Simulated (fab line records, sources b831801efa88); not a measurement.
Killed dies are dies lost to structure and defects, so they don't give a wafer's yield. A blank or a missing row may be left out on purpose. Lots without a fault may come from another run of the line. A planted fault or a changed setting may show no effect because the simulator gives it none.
One fault seen from 2 desks | flow gf180mcu | each desk has only its own numbers; what lay behind them comes last

THE METROLOGY DESK
What the gauges read, lot by lot, whatever tool the lot ran on: means of the sampled wafers that have a number. A lot is out of limits, marked OUT, if its mean lies more than 4 standard deviations from the usual mean; the brackets give that distance.
Columns: A = M4_ALCU_THK at GF_M4_THK_MEAS_06, usual 441 nm; B = V5_OVL at GF_V5_OVL_MEAS_15, usual 3 nm; C = TOP_METAL_OVL at GF_TOP_METAL_OVL_MEAS_15, usual 0.0 nm
lot  | first seen here | A   | B  | C
L708 | day 22 12:39    | 447 | 4  | -0.4
L709 | day 22 18:49    | 443 | 2  | -3.2
L710 | day 23 04:54    | 428 | -1 | 2.5
L711 | day 23 07:19    | 442 | 7  | 1.8
L715 | day 24 20:56    | 440 | 9  | -0.7
L717 | day 25 11:23    | 438 | 3  | -0.4
L721 | day 26 16:06    | 447 | 2  | 0.1
L723 | day 27 18:43    | 445 | 6  | 1.7
L725 | day 28 13:23    | 444 | 1  | -2.3
L726 | day 28 19:04    | 439 | 0  | 0.4
L727 | day 29 02:46    | 436 | 9  | 0.9
L729 | day 29 05:16    | 448 | 5  | 0.1
L728 | day 29 05:35    | 447 | -3 | 0.7
L730 | day 29 15:53    | 441 | 4  | 1.2
This desk's finding: nothing out of limits on any of the 14 lots.

THE TOOL OWNER'S DESK: pvd_sputter-04
The tool's own readings at GF_M2_SPUTTER_04 (material TiN, target thk 50 nm, time 41.7 s): means of the sampled wafers that have a number, for each lot that ran on this tool. A lot is out of limits, marked OUT, if its mean lies more than 4 standard deviations from the usual mean; the brackets give that distance.
Columns: A = throttle_valve_pct at GF_M2_SPUTTER_04, usual 30.0 %
lot  | first seen here | A
L709 | day 18 12:16    | 30.7
L710 | day 18 22:31    | 30.9
L715 | day 20 18:17    | 29.8
L717 | day 21 11:19    | 30.3
L726 | day 25 00:45    | 30.9
L729 | day 25 13:28    | 29.8
L730 | day 25 23:07    | 30.7
This desk's finding: nothing out of limits on any of the 7 lots.

PUT TOGETHER
The metrology desk saw nothing out of limits.
The tool owner's desk saw nothing out of limits.

WHAT THE SIMULATOR HAD PUT IN
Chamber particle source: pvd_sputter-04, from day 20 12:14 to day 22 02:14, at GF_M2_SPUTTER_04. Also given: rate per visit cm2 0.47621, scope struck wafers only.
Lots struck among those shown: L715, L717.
